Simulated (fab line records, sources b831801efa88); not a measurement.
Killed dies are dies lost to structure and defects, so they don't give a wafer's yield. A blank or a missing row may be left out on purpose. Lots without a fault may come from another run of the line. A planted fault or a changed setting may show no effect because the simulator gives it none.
Chamber matching | flow sky130 | SKY_VIA4_CMP_21 on cmp-01: 4 sister chambers
The step polishes, stops on SiO2, t overpolish 25 s, target thk 0 nm. 4 wafers are shown with their chamber, then 11 later ones without.

WAFERS WITH THEIR CHAMBER
wafer  | chamber | motor_current_A (A)
L085.5 | 2       | 13.1
L086.1 | 0       | 9.2
L086.2 | 3       | 13.7
L088.1 | 1       | 11.4

WAFERS WITHOUT THEIR CHAMBER
wafer  | motor_current_A (A)
L088.2 | 9.2
L088.4 | 13.1
L089.2 | 11.3
L089.4 | 13.4
L089.5 | 11.3
L090.1 | 9.8
L090.4 | 13.0
L090.6 | 8.9
L092.1 | 9.7
L092.5 | 13.2
L092.6 | 12.8

WHICH CHAMBER EACH WENT THROUGH
wafer  | from the rows above     | in truth
L088.2 | 0                       | 0
L088.4 | 2                       | 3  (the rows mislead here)
L089.2 | 1                       | 1
L089.4 | can't be placed: 3 or 2 | 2
L089.5 | 1                       | 1
L090.1 | 0                       | 0
L090.4 | 2                       | 2
L090.6 | 0                       | 0
L092.1 | 0                       | 0
L092.5 | can't be placed: 2 or 3 | 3
L092.6 | 2                       | 2
Placed correctly: 8 of 11. Can't be placed from these rows: 2 (the true chamber is among the candidates in 2). Placed wrongly: 1.
How it was worked out, from the rows above alone: a wafer's distance from a chamber is the root of the sum, over the readings, of the square of ((its reading less the chamber's mean) divided by the reading's scatter). The wafer belongs to the nearest chamber; if the next one is less than 2 further off, it can't be placed. A chamber's mean is the mean of its shown wafers. The scatter: with one shown wafer a chamber, the root of the mean of the squares of how far each hidden wafer lies from its nearest shown one.
